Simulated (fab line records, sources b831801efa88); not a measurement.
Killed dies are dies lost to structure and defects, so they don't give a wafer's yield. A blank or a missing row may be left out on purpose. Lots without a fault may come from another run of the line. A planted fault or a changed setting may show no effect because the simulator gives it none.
fab line records | flow sky130
record lots=6 wafers=18 last_day=49
route steps=708 shown FIELD_ISO@19 NWELL@32 DNWELL@35 PWDE@45 SALICIDE@361 PAD_OPEN@708
lots that met no fault: from a run of the same line without faults
start_h: hours from the record's first day to the start of the lot's first wafer shown | wait_h: hours since the lot's step before | " the same as in the row above | L1.1+2: a row that stands for several wafers | - no value, or no start given | * or withheld: withheld | < > ~ a bound
route shown NAME@n: a module of which the file shows steps, and the number in the route of the first | usual: mean/standard deviation of fault-free wafers | same: alike in all rows | chamber/n: place in a boat | sites: the reading at each site | _std_site: their standard deviation | _edge_site: outer sites' mean less inner sites' | radius_mm: how far each site lies from the wafer's centre | mask NAME#n: copy n | behind: the tool/chamber that last shaped the wafer | hold: why the lot was held/for how many hours/how that ended | device: the transistor (n, p or np) that didn't switch | end of line: the same wafers' tests at the end of the route | a step without rows: its recipe alone | killed: dies lost to structure and defects at the first sort, not the wafer's yield | map: a wafer's dies, x killed, . not, _ none there
set.NAME: the setting as run; set.NAME@STEP: as run at that earlier step | model.NAME: the simulator's own value behind a step, which no gauge read
lots at some steps of the route; a table a step, a row a wafer
services: from which hour (start_h, from the record's first day; less than 0 if before it) a tool's chamber was out of use, for how many hours, and why
## steps
# step SKY_FIELD_ISO_WET_ETCH_18
# recipe chemistry=H3PO4 target_depth_nm=25 temp_c=160 target=Si3N4 time_s=286
# step SKY_FIELD_ISO_CLEAN_19
# recipe chemistry=SC1/SC2 mix=1:4:20 temp_c=70 time_s=150
# step SKY_FIELD_ISO_CLEAN_20
# recipe chemistry=dHF time_s=20 dilution=100:1
# step SKY_FIELD_ISO_WET_ETCH_21
# recipe chemistry=dHF dilution=100:1 target_depth_nm=20 dry=ipa_marangoni target=SiO2 temp_c=25 time_s=400
# step SKY_FIELD_ISO_OXIDATION_22
# recipe temp_c=950 ambient=O2 stabilise_s=600 purge_s=300 target_thk_a=100 ox_time_s=623
# step SKY_FIELD_ISO_THK_MEAS_23
# recipe reads=SiO2_of_FIELD_ISO_OXIDATION_22
# usual FIELD_ISO_OXIDATION_01_THK=10.07/0.17
# columns lot.wafer tool chamber start_h wait_h FIELD_ISO_OXIDATION_01_THK[nm]
L328.1 film_metro-03 - 73.32 0.0 10.15
L328.2 " - " " 10.17
L328.3 " - " " 10.21
L330.2 film_metro-03 - 83.79 0.0 9.91
L330.3 " - " " 9.93
L330.5 " - " " 9.69
L336.1 film_metro-01 - 118.22 0.0 9.89
L336.2 " - " " 10.07
L336.3 " - " " 9.99
L337.1 film_metro-03 - 120.64 0.0 10.11
L337.4 " - " " 10.05
L337.5 " - " " 10.07
L338.3 film_metro-01 - 125.94 0.0 10.00
L338.4 " - " " 9.90
L338.5 " - " " 10.09
L341.2 film_metro-03 - 139.47 0.0 10.15
L341.3 " - " " 10.11
L341.4 " - " " 10.29
# step SKY_FIELD_ISO_CVD_24
# recipe material=SiO2 target_thk_nm=595 temp_c=650 sigma_open_frac=0.3 time_s=99.2 sih4_flow_sccm=60 pressure_mtorr=6
# step SKY_FIELD_ISO_THK_MEAS_25
# recipe reads=SiO2_of_FIELD_ISO_CVD_24
# usual FIELD_ISO_CVD_24_THK=595/6.2
# columns lot.wafer tool chamber start_h wait_h FIELD_ISO_CVD_24_THK[nm]
L328.1 film_metro-04 - 73.45 0.0 601
L328.2 " - " " 594
L328.3 " - " " 601
L330.2 film_metro-04 - 83.96 0.1 591
L330.3 " - " " 592
L330.5 " - " " 596
L336.1 film_metro-04 - 118.35 0.0 588
L336.2 " - " " 583
L336.3 " - " " 584
L337.1 film_metro-03 - 120.78 0.0 582
L337.4 " - " " 593
L337.5 " - " " 589
L338.3 film_metro-04 - 126.07 0.1 594
L338.4 " - " " 600
L338.5 " - " " 599
L341.2 film_metro-04 - 139.61 0.0 595
L341.3 " - " " 588
L341.4 " - " " 590
# step SKY_FIELD_ISO_ANNEAL_26
# recipe temp_c=1000 time_s=1800 ambient=N2
# step SKY_FIELD_ISO_CMP_27
# recipe stop_on=Si3N4 t_overpolish_s=16 down_force_psi=4 platen_rpm=60 target_thk_nm=457.8 pad_velocity_m_s=0.94248
# usual motor_current_A=12.8/1.1 overpolish_run_s=16.000/0.0088 time_to_endpoint_s=114/5
# columns lot.wafer tool chamber start_h wait_h motor_current_A overpolish_run_s time_to_endpoint_s
L328.2 cmp-02 2 75.87 0.1 13.0 16.000 109
L328.1 " 3 " " 14.3 16.001 125
L328.3 " 0 " " 12.5 16.010 115
L330.3 cmp-01 0 87.69 0.0 11.5 15.987 114
L330.2 " 1 " " 12.6 16.002 110
L330.5 " 1 " " 12.8 16.025 112
L336.3 cmp-02 1 120.59 0.0 13.1 16.011 107
L336.1 " 2 " " 12.5 15.992 102
L336.2 " 3 " " 14.1 15.990 114
L337.1 cmp-02 3 123.71 0.1 14.2 15.993 112
L337.4 " 1 " " 13.4 15.993 107
L337.5 " 3 " " 14.1 15.996 113
L338.3 cmp-02 3 131.84 0.2 14.1 16.000 118
L338.4 " 2 " " 12.2 15.988 109
L338.5 " 3 " " 14.7 15.999 115
L341.4 cmp-02 3 141.58 0.0 14.7 16.018 116
L341.2 " 1 " " 12.4 16.001 109
L341.3 " 2 " " 13.0 16.015 104
# step SKY_FIELD_ISO_WET_ETCH_28
# recipe chemistry=dHF target_depth_nm=23.7 target=SiO2 dilution=10:1 temp_c=25 time_s=47
# step SKY_FIELD_ISO_WET_ETCH_29
# recipe chemistry=H3PO4 target_depth_nm=160 target=Si3N4 temp_c=160 time_s=1825
# step SKY_FIELD_ISO_WET_ETCH_30
# recipe chemistry=dHF target_depth_nm=25 target=SiO2 dilution=10:1 temp_c=25 time_s=50
# usual run_length_s=80/3.6
# columns lot.wafer tool chamber start_h wait_h run_length_s model.SiO2_of_FIELD_ISO_CVD_24.thk_nm
L328.1 wet_bench-03 0 76.66 0.0 77 407
L328.2 " 0 " " 77 403.2
L328.3 " 0 " " 77 404.7
L330.2 wet_bench-02 1 88.53 0.0 75 403.7
L330.3 " 1 " " 75 405.8
L330.5 " 1 " " 75 404.3
L336.1 wet_bench-02 2 121.43 0.0 60 415.4
L336.2 " 2 " " 60 418.2
L336.3 " 2 " " 60 415.5
L337.1 wet_bench-02 0 124.54 0.0 62 417.8
L337.4 " 0 " " 62 416.5
L337.5 " 0 " " 62 417.7
L338.3 wet_bench-01 0 132.68 0.0 77 406.8
L338.4 " 0 " " 77 402.2
L338.5 " 0 " " 77 406.3
L341.2 wet_bench-03 1 142.42 0.0 76 406.4
L341.3 " 1 " " 76 405.3
L341.4 " 1 " " 76 408.4
# step SKY_NWELL_CLEAN_00
# recipe chemistry=SC1/SC2 mix=1:4:20 temp_c=70 time_s=150 dry=n2_spin
# step SKY_NWELL_OXIDATION_01
# recipe temp_c=900 ambient=O2 stabilise_s=600 purge_s=300 target_thk_a=100 ox_time_s=1418
# step SKY_NWELL_THK_MEAS_02
# recipe reads=SiO2_of_NWELL_OXIDATION_01
# usual NWELL_OXIDATION_THK=10.05/0.14
# columns lot.wafer tool chamber start_h wait_h NWELL_OXIDATION_THK[nm]
L328.1 film_metro-02 - 78.70 0.0 9.99
L328.2 " - " " 10.01
L328.3 " - " " 9.92
L330.2 film_metro-04 - 92.02 0.0 10.04
L330.3 " - " " 10.03
L330.5 " - " " 9.93
L336.1 film_metro-02 - 124.74 0.0 9.94
L336.2 " - " " 10.14
L336.3 " - " " 10.01
L337.1 film_metro-04 - 127.31 0.0 9.99
L337.4 " - " " 10.07
L337.5 " - " " 9.85
L338.3 film_metro-01 - 134.60 0.0 10.03
L338.4 " - " " 9.99
L338.5 " - " " 10.00
L341.2 film_metro-04 - 144.23 0.0 10.12
L341.3 " - " " 10.28
L341.4 " - " " 10.15
# step SKY_DNWELL_DEHYDRATE_00
# recipe temp_c=200 time_s=60
# step SKY_DNWELL_HMDS_01
# recipe prime_time_s=60 prime_temp_c=120
# step SKY_DNWELL_COAT_02
# recipe spin_rpm=2000 resist_thk_nm=3000
# step SKY_DNWELL_SOFTBAKE_03
# recipe temp_c=110 time_s=withheld
# step SKY_DNWELL_EXPOSE_04
# recipe mask_id=DNM na=0.57 target_cd_nm=3000 dose_mj=222
# step SKY_DNWELL_PEB_05
# recipe temp_c=115 time_s=withheld
# step SKY_DNWELL_DEVELOP_06
# recipe wall_angle_deg=90 developer=TMAH develop_time_s=60 dev_temp_c=23
# step SKY_DNWELL_IMPLANT_07
# recipe species=P energy_kev=withheld dose_cm2=withheld tilt_deg=withheld
# step SKY_DNWELL_STRIP_08
# recipe chemistry=O2/N2 power_w=1400 pressure_mtorr=1500 platen_temp_c=withheld o2_flow_sccm=3000 n2_flow_sccm=300 overash_fraction=0.5
# usual drypump_motor_current_A=5.5/0.42 n2_flow_sccm=300.0/0.85 oes_product_au=0.722/0.0049 strip_time_to_endpoint_s=36.89/0.1
# columns lot.wafer tool chamber start_h wait_h drypump_motor_current_A n2_flow_sccm oes_product_au rf_hours_counter_h strip_time_to_endpoint_s
L328.1 plasma_asher-04 0 95.17 0.1 5.7 299.4 0.730 41 36.97
L328.2 " 1 " " 5.7 301.0 0.728 41 36.91
L328.3 " 1 " " 5.7 299.1 0.727 - 36.85
L330.2 plasma_asher-02 0 109.82 0.1 6.1 301.6 0.715 44 36.87
L330.3 " 1 " " 5.5 299.9 0.731 - 36.81
L330.5 " 0 " " 6.1 300.7 0.713 - 36.92
L336.1 plasma_asher-02 1 143.38 0.1 5.5 300.2 0.715 47 36.83
L336.2 " 0 " " 6.1 300.1 0.717 47 36.96
L336.3 " 1 " " 5.5 300.2 0.716 - 36.82
L337.1 plasma_asher-02 1 145.48 0.1 5.5 299.3 0.720 47 36.71
L337.4 " 1 " " 5.5 299.6 0.728 - 36.68
L337.5 " 1 " " 5.5 300.9 0.721 - 36.73
L338.3 plasma_asher-02 0 153.96 0.1 6.1 297.9 0.723 - 36.99
L338.4 " 1 " " 5.4 300.8 0.723 - 36.94
L338.5 " 1 " " 5.5 300.1 0.728 - 37.06
L341.2 plasma_asher-02 0 164.43 0.1 6.1 299.3 0.724 49 36.76
L341.3 " 1 " " 5.5 300.2 0.718 - 36.90
L341.4 " 0 " " 6.1 299.1 0.724 - 36.91
# step SKY_DNWELL_TW_MEAS_09
# usual DNWELL_TW=1114/8.3
# columns lot.wafer tool chamber start_h wait_h DNWELL_TW
L328.1 film_metro-02 - 95.27 0.1 1118
L328.2 " - " " 1118
L328.3 " - " " 1117
L330.2 film_metro-04 - 109.93 0.1 1116
L330.3 " - " " 1120
L330.5 " - " " 1116
L336.1 film_metro-01 - 143.48 0.1 1106
L336.2 " - " " 1102
L336.3 " - " " 1104
L337.1 film_metro-02 - 145.58 0.1 1109
L337.4 " - " " 1104
L337.5 " - " " 1112
L338.3 film_metro-02 - 154.04 0.1 1111
L338.4 " - " " 1109
L338.5 " - " " 1113
L341.2 film_metro-02 - 164.54 0.1 1121
L341.3 " - " " 1119
L341.4 " - " " 1129
# step SKY_PWDE_DEHYDRATE_00
# recipe temp_c=200 time_s=60
# step SKY_PWDE_HMDS_01
# recipe prime_time_s=60 prime_temp_c=120
# step SKY_PWDE_COAT_02
# recipe spin_rpm=2000 resist_thk_nm=3000
# step SKY_PWDE_SOFTBAKE_03
# recipe temp_c=110 time_s=withheld
# step SKY_PWDE_EXPOSE_04
# recipe mask_id=PWDEM na=0.6 source_shape=conventional sigma_outer=0.6 polarization=unpolarized target_cd_nm=840 dose_mj=214
# step SKY_PWDE_PEB_05
# recipe temp_c=115 time_s=withheld
# step SKY_PWDE_DEVELOP_06
# recipe wall_angle_deg=90 developer=TMAH develop_time_s=60 dev_temp_c=23
# step SKY_PWDE_OVL_MEAS_07
# usual PWDE_OVL=-0.4/1.4
# columns lot.wafer tool chamber start_h wait_h PWDE_OVL[nm]
L328.1 overlay-02 - 113.62 - -3.4
L328.2 " - " " -3.7
L328.3 " - " " -2.1
L330.2 overlay-01 - 127.53 - 0.4
L330.3 " - " " 1.4
L330.5 " - " " 0.1
L336.1 overlay-01 - 163.66 - -0.6
L336.2 " - " " -2.7
L336.3 " - " " 0.5
L337.1 overlay-01 - 165.37 - -0.2
L337.4 " - " " 1.0
L337.5 " - " " 0.1
L338.3 overlay-02 - 173.18 - -1.2
L338.4 " - " " -1.5
L338.5 " - " " -0.3
L341.2 overlay-02 - 183.21 - -0.2
L341.3 " - " " -1.5
L341.4 " - " " -2.3
# step SKY_PWDE_IMPLANT_08
# recipe species=B energy_kev=148.9 dose_cm2=3.6e+12 tilt_deg=withheld
# step SKY_PWDE_STRIP_09
# recipe chemistry=O2/N2 power_w=1400 pressure_mtorr=1500 platen_temp_c=withheld o2_flow_sccm=3000 n2_flow_sccm=300 overash_fraction=0.5
# usual drypump_motor_current_A=5.80/0.21 n2_flow_sccm=300.0/0.97 oes_product_au=0.722/0.0042 strip_time_to_endpoint_s=36.87/0.088
# columns lot.wafer tool chamber start_h wait_h drypump_motor_current_A n2_flow_sccm oes_product_au rf_hours_counter_h strip_time_to_endpoint_s
L328.1 plasma_asher-02 0 113.81 0.1 6.06 300.1 0.720 44 36.88
L328.2 " 1 " " 5.52 301.6 0.718 44 36.91
L328.3 " 1 " " 5.52 300.6 0.719 - 36.87
L330.2 plasma_asher-04 0 127.71 0.1 5.63 300.0 0.724 45 36.91
L330.3 " 1 " " 5.73 298.8 0.716 - 36.84
L330.5 " 0 " " 5.63 299.9 0.715 - 36.99
L336.1 plasma_asher-01 0 163.84 0.1 6.00 300.2 0.723 34 36.86
L336.2 " 1 " " 5.71 299.3 0.718 34 36.83
L336.3 " 0 " " 5.99 301.8 0.713 - 36.74
L337.1 plasma_asher-04 1 165.56 0.1 5.66 300.0 0.727 48 36.95
L337.4 " 0 " " 5.62 300.5 0.718 - 36.97
L337.5 " 1 " " 5.68 300.5 0.727 - 36.87
L338.3 plasma_asher-01 1 173.38 0.1 5.76 300.9 0.719 - 36.80
L338.4 " 0 " " 5.98 300.6 0.723 - 36.91
L338.5 " 0 " " 6.00 299.6 0.717 - 36.70
L341.2 plasma_asher-01 0 183.39 0.1 6.00 298.9 0.724 36 36.77
L341.3 " 1 " " 5.73 299.2 0.719 - 36.81
L341.4 " 0 " " 5.98 301.1 0.723 - 36.91
# step SKY_PWDE_TW_MEAS_10
# usual PWDE_TW=372.8/2.6
# columns lot.wafer tool chamber start_h wait_h PWDE_TW
L328.1 film_metro-04 - 113.91 0.1 371.8
L328.2 " - " " 373.2
L328.3 " - " " 373.6
L330.2 film_metro-04 - 127.82 0.1 374.4
L330.3 " - " " 374.8
L330.5 " - " " 375.0
L336.1 film_metro-04 - 163.94 0.1 376.1
L336.2 " - " " 373.4
L336.3 " - " " 372.2
L337.1 film_metro-04 - 165.66 0.1 373.5
L337.4 " - " " 373.9
L337.5 " - " " 375.5
L338.3 film_metro-01 - 173.47 0.1 368.3
L338.4 " - " " 368.3
L338.5 " - " " 368.9
L341.2 film_metro-04 - 183.50 0.1 375.9
L341.3 " - " " 374.6
L341.4 " - " " 373.0
# step SKY_NWELL_DEHYDRATE_03
# recipe temp_c=200 time_s=60
# step SKY_NWELL_HMDS_04
# recipe prime_time_s=60 prime_temp_c=120
# step SKY_NWELL_COAT_05
# recipe spin_rpm=2000 resist_thk_nm=3000
# step SKY_NWELL_SOFTBAKE_06
# recipe temp_c=110 time_s=withheld
# step SKY_NWELL_EXPOSE_07
# recipe mask_id=NWM na=0.6 source_shape=conventional sigma_outer=0.6 polarization=unpolarized target_cd_nm=840 dose_mj=255
# step SKY_SALICIDE_CLEAN_00
# recipe chemistry=HF-last time_s=30 dilution=100:1 dry=ipa_marangoni
# columns lot.wafer tool chamber start_h wait_h model.SiO2_of_FIELD_ISO_CVD_24.thk_nm
L328.1 wet_bench-03 0 710.41 0.1 360.6
L328.2 " 0 " " 356.8
L328.3 " 0 " " 358.2
L330.2 wet_bench-01 2 722.22 0.1 357.6
L330.3 " 2 " " 360
L330.5 " 2 " " 358.3
L336.1 wet_bench-03 1 772.62 0.1 369.4
L336.2 " 1 " " 372.1
L336.3 " 1 " " 369.5
L337.1+5 wet_bench-01 0 783.57 0.1 371.6
L337.4 " 0 " " 370.2
L338.3 wet_bench-03 2 785.15 0.1 360.5
L338.4 " 2 " " 356
L338.5 " 2 " " 360
L341.2 wet_bench-03 2 808.42 0.1 360.1
L341.3 " 2 " " 359
L341.4 " 2 " " 362.1
# step SKY_PAD_OPEN_PROBE_99
# usual killed_at_M0_to_M3=43/7.1 killed_at_M4_up=3.0/1.9 killed_at_contacts=24/5 killed_at_front_end=15/4.3 killed_at_other=0.3/0.5 killed_dies=85/9.6 killed_open=46/7.1 killed_short=39/6.8
# same gross_dies=492 killed_at_back_side=0
# columns lot.wafer tool chamber start_h wait_h killed_at_M0_to_M3 killed_at_M4_up killed_at_contacts killed_at_front_end killed_at_other killed_dies killed_open killed_short model.etest.res_p_drift_20v.line_ohm_um model.etest.res_p_drift_20v.rs_ohm_sq model.etest.pfet_16v.r_on_ohm_um model.etest.res_iso_pwell.rs_ohm_sq model.etest.res_iso_pwell.line_ohm_um model.etest.cap_li_to_poly.c_af_um2 model.etest.cap_poly_to_well.c_af_um2 model.etest.field_p.vt_v
L328.1 prober-02 - 1119.45 0.1 43 2 27 19 0 91 51 40 1.074e+04 9138 1.539e+04 3329 1259 98.97 90.09 -43.05
L328.2 prober-02 - 1119.50 0.1 52 5 31 19 0 107 52 55 1.035e+04 8673 1.501e+04 3042 1139 94.53 89.55 -40.84
L328.3 prober-02 - 1119.55 0.2 40 3 17 10 0 70 38 32 1.022e+04 8612 1.507e+04 2984 1123 98.33 94.95 -40.63
L330.2 prober-02 - 1129.37 0.1 38 7 28 11 0 84 42 42 1.203e+04 1.014e+04 1.554e+04 3257 1230 94.7 90.3 -43.64
L330.3 prober-02 - 1129.42 0.2 43 3 11 11 0 68 35 33 1.158e+04 9865 1.538e+04 3187 1190 95.88 90.08 -43.16
L330.5 prober-02 - 1129.52 0.2 32 7 27 20 1 87 38 49 1.207e+04 1.008e+04 1.537e+04 3201 1218 97.29 92.33 -43.43
L337.1 prober-01 - 1170.90 0.1 53 5 15 16 1 90 43 47 1.235e+04 1.021e+04 1.56e+04 3356 1270 100.6 89.16 -44.94
L337.4 prober-01 - 1171.05 0.2 37 2 14 12 0 65 30 35 1.206e+04 1.004e+04 1.538e+04 3319 1277 104.3 88.39 -44.5
L337.5 prober-01 - 1171.10 0.2 47 1 20 19 0 87 57 30 1.249e+04 1.049e+04 1.572e+04 3473 1302 103 88.73 -45.59
L338.3 prober-02 - 1172.20 0.2 30 5 30 19 1 85 44 41 1.203e+04 1.016e+04 1.508e+04 2961 1120 97.12 92.05 -40.26
L338.4 prober-02 - 1172.25 0.2 47 2 28 17 0 94 50 44 1.17e+04 9788 1.481e+04 2805 1069 95.63 92.29 -38.97
L338.5 prober-02 - 1172.30 0.2 42 5 30 10 0 87 46 41 1.363e+04 1.149e+04 1.577e+04 3285 1264 97.86 90.21 -42.85
L336.1 prober-01 - 1172.49 0.1 41 3 23 10 0 77 36 41 1.197e+04 9987 1.553e+04 3250 1227 98.55 92.15 -43.4
L336.2 prober-01 - 1172.54 0.1 38 3 25 14 1 81 33 48 1.324e+04 1.114e+04 1.618e+04 3716 1398 102.5 86.18 -45.88
L336.3 prober-01 - 1172.59 0.2 44 1 29 18 0 92 53 39 1.202e+04 1.007e+04 1.561e+04 3301 1259 98.97 90.11 -43.65
L341.2 prober-02 - 1185.53 0.1 39 2 17 18 0 76 48 28 1.114e+04 9230 1.49e+04 2858 1069 97.49 90.76 -41.01
L341.3 prober-02 - 1185.58 0.2 43 8 23 7 0 81 39 42 1.192e+04 1.002e+04 1.55e+04 3131 1196 98.92 88.17 -43.39
L341.4 prober-02 - 1185.63 0.2 32 4 23 15 0 74 40 34 1.121e+04 9392 1.514e+04 2927 1099 98.41 92.11 -41.54
# killed by level:class
L328.1 VIA1:geometric_particle:open=12 CONTACT:geometric_particle:open=9 CONTACT:geometric_particle:short=7 METAL2:geometric_particle:short=6 VIA2:geometric_particle:short=6 VIA3:geometric_particle:open=6 POLY_GATE:geometric_particle:open=5 LI_CONTACT:geometric_particle:open=5
L328.2 VIA1:geometric_particle:open=13 VIA3:geometric_particle:open=12 LOCAL_INTERCONNECT:geometric_particle:short=10 LI_CONTACT:geometric_particle:open=8 VIA1:geometric_particle:short=7 FIELD_ISO:geometric_particle:short=6 POLY_GATE:geometric_particle:short=6 METAL1:geometric_particle:short=6
L328.3 VIA1:geometric_particle:open=13 CONTACT:geometric_particle:open=7 METAL2:geometric_particle:short=7 FIELD_ISO:geometric_particle:short=5 LI_CONTACT:geometric_particle:open=5 CONTACT:geometric_particle:short=4 METAL1:geometric_particle:short=3 VIA2:geometric_particle:short=3
L330.2 CONTACT:geometric_particle:open=12 VIA1:geometric_particle:short=9 VIA1:geometric_particle:open=7 LI_CONTACT:geometric_particle:open=6 LI_CONTACT:geometric_particle:short=5 VIA2:geometric_particle:open=5 METAL4:geometric_particle:short=5 METAL2:geometric_particle:short=4
L330.3 VIA1:geometric_particle:open=7 CONTACT:geometric_particle:open=6 VIA1:geometric_particle:short=6 VIA3:geometric_particle:short=5 VIA2:geometric_particle:open=5 VIA3:geometric_particle:open=5 METAL1:geometric_particle:short=4 METAL2:geometric_particle:short=4
L330.5 FIELD_ISO:geometric_particle:short=9 CONTACT:geometric_particle:open=9 LOCAL_INTERCONNECT:geometric_particle:short=7 METAL4:geometric_particle:short=7 METAL1:geometric_particle:short=6 VIA1:geometric_particle:open=6 METAL2:geometric_particle:short=6 VIA3:geometric_particle:open=5
L337.1 VIA1:geometric_particle:open=13 METAL1:geometric_particle:short=9 CONTACT:geometric_particle:open=8 VIA1:geometric_particle:short=7 VIA2:geometric_particle:open=6 VIA3:geometric_particle:short=6 POLY_GATE:geometric_particle:short=5 LOCAL_INTERCONNECT:geometric_particle:short=5
L337.4 VIA1:geometric_particle:open=9 FIELD_ISO:geometric_particle:short=5 METAL2:geometric_particle:short=5 VIA1:geometric_particle:short=5 CONTACT:geometric_particle:open=4 METAL1:geometric_particle:open=4 LI_CONTACT:geometric_particle:open=3 CONTACT:geometric_particle:short=3
L337.5 VIA1:geometric_particle:open=15 CONTACT:geometric_particle:open=10 POLY_GATE:geometric_particle:open=9 METAL1:geometric_particle:short=8 VIA2:geometric_particle:open=8 VIA1:geometric_particle:short=6 FIELD_ISO:geometric_particle:open=5 VIA3:geometric_particle:open=5
L338.3 CONTACT:geometric_particle:open=12 METAL2:geometric_particle:short=8 FIELD_ISO:geometric_particle:short=7 LI_CONTACT:geometric_particle:open=6 FIELD_ISO:geometric_particle:open=5 CONTACT:geometric_particle:short=5 VIA2:geometric_particle:open=5 VIA3:geometric_particle:open=5
L338.4 CONTACT:geometric_particle:open=10 CONTACT:geometric_particle:short=7 POLY_GATE:geometric_particle:open=7 VIA1:geometric_particle:open=7 LOCAL_INTERCONNECT:geometric_particle:short=6 VIA2:geometric_particle:open=6 VIA3:geometric_particle:open=6 METAL2:geometric_particle:short=5
L338.5 CONTACT:geometric_particle:open=14 LI_CONTACT:geometric_particle:open=8 VIA1:geometric_particle:open=7 METAL2:geometric_particle:short=7 METAL1:geometric_particle:short=6 METAL4:geometric_particle:short=5 VIA2:geometric_particle:open=5 VIA3:geometric_particle:short=5
L336.1 VIA1:geometric_particle:open=9 LI_CONTACT:geometric_particle:open=7 CONTACT:geometric_particle:open=6 VIA1:geometric_particle:short=6 METAL2:geometric_particle:short=6 METAL1:geometric_particle:short=5 CONTACT:geometric_particle:short=4 VIA2:geometric_particle:open=4
L336.2 CONTACT:geometric_particle:open=7 METAL1:geometric_particle:short=6 VIA2:geometric_particle:open=6 LI_CONTACT:geometric_particle:open=5 VIA1:geometric_particle:short=5 VIA1:geometric_particle:open=5 POLY_GATE:geometric_particle:short=4 LI_CONTACT:geometric_particle:short=4
L336.3 VIA1:geometric_particle:open=12 CONTACT:geometric_particle:open=11 LI_CONTACT:geometric_particle:open=8 VIA2:geometric_particle:open=7 POLY_GATE:geometric_particle:short=6 METAL2:geometric_particle:short=6 FIELD_ISO:geometric_particle:short=5 POLY_GATE:geometric_particle:open=5
L341.2 VIA1:geometric_particle:open=12 CONTACT:geometric_particle:open=9 METAL1:geometric_particle:short=7 VIA3:geometric_particle:open=6 FIELD_ISO:geometric_particle:short=4 POLY_GATE:geometric_particle:open=4 POLY_GATE:geometric_particle:short=4 LI_CONTACT:geometric_particle:open=4
L341.3 VIA2:geometric_particle:open=9 VIA1:geometric_particle:open=7 METAL2:geometric_particle:short=6 METAL4:geometric_particle:short=6 LI_CONTACT:geometric_particle:open=5 CONTACT:geometric_particle:short=5 CONTACT:geometric_particle:open=5 VIA2:geometric_particle:short=5
L341.4 CONTACT:geometric_particle:open=8 VIA1:geometric_particle:open=8 FIELD_ISO:geometric_particle:short=6 CONTACT:geometric_particle:short=6 VIA3:geometric_particle:open=6 LI_CONTACT:geometric_particle:open=5 VIA1:geometric_particle:short=5 FIELD_ISO:geometric_particle:open=4
## services
# columns tool chamber start_h hours kind
cmp-02 - 81.41 2.2 repair
cmp-02 - 134.80 3.5 pm
plasma_asher-02 - 151.88 0.8 repair
cmp-02 - 164.35 1.1 repair
plasma_asher-02 - 167.08 0.9 repair
cmp-02 - 169.66 14.0 pm
cmp-02 - 207.35 0.4 repair
cmp-02 - 228.88 0.9 repair
cmp-02 - 232.00 4.0 pm
cmp-02 - 236.00 4.6 pm
cmp-02 - 252.43 1.8 repair
cmp-02 - 257.65 11.9 repair
cmp-02 - 291.11 3.2 repair
cmp-02 - 323.83 1.3 repair
plasma_asher-02 - 421.33 9.0 pm
cmp-02 - 443.98 0.9 repair
plasma_asher-02 - 470.03 14.6 pm
cmp-02 - 473.33 3.5 repair
cmp-02 - 497.20 6.6 pm
cmp-02 - 516.39 0.8 repair
cmp-02 - 535.44 2.5 repair
wet_bench-03 - 644.82 2.9 repair
plasma_asher-02 - 749.64 2.8 pm
plasma_asher-02 - 752.45 3.5 repair
## key
first_sign step=SKY_FIELD_ISO_WET_ETCH_30 reading=run_length_s direction=down sigmas=5.3 usual=* struck=*
effect none on later readings
model_effect step=SKY_FIELD_ISO_WET_ETCH_30 value=SiO2_of_FIELD_ISO_CVD_24.thk_nm without=404.5 struck=416.8
model_effect step=SKY_SALICIDE_CLEAN_00 value=SiO2_of_FIELD_ISO_CVD_24.thk_nm without=358.4 struck=370.7
model_effect step=SKY_PAD_OPEN_PROBE_99 value=etest.res_p_drift_20v.line_ohm_um without=1.134e+04 struck=1.235e+04
met_at SKY_FIELD_ISO_WET_ETCH_30
struck_wafers L336.1,L336.2,L336.3,L337.1,L337.4,L337.5
tester_left_out L336,L337
onset_between 88.53 121.43
fault kind=process_parameter_drift tool=wet_bench-02 chamber=- onset_h=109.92 steps=SKY_FIELD_ISO_WET_ETCH_30 channel=time_s offset=* shape=step end_h=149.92 acts_in=* stated=*
# tester_left_out: of these lots the tester's yield and bins aren't shown, on N5 and GAA mostly nor the transistor test; their killed dies are dies lost to structure and defects alone, not to doping, threshold or leakage, so they don't give the yield
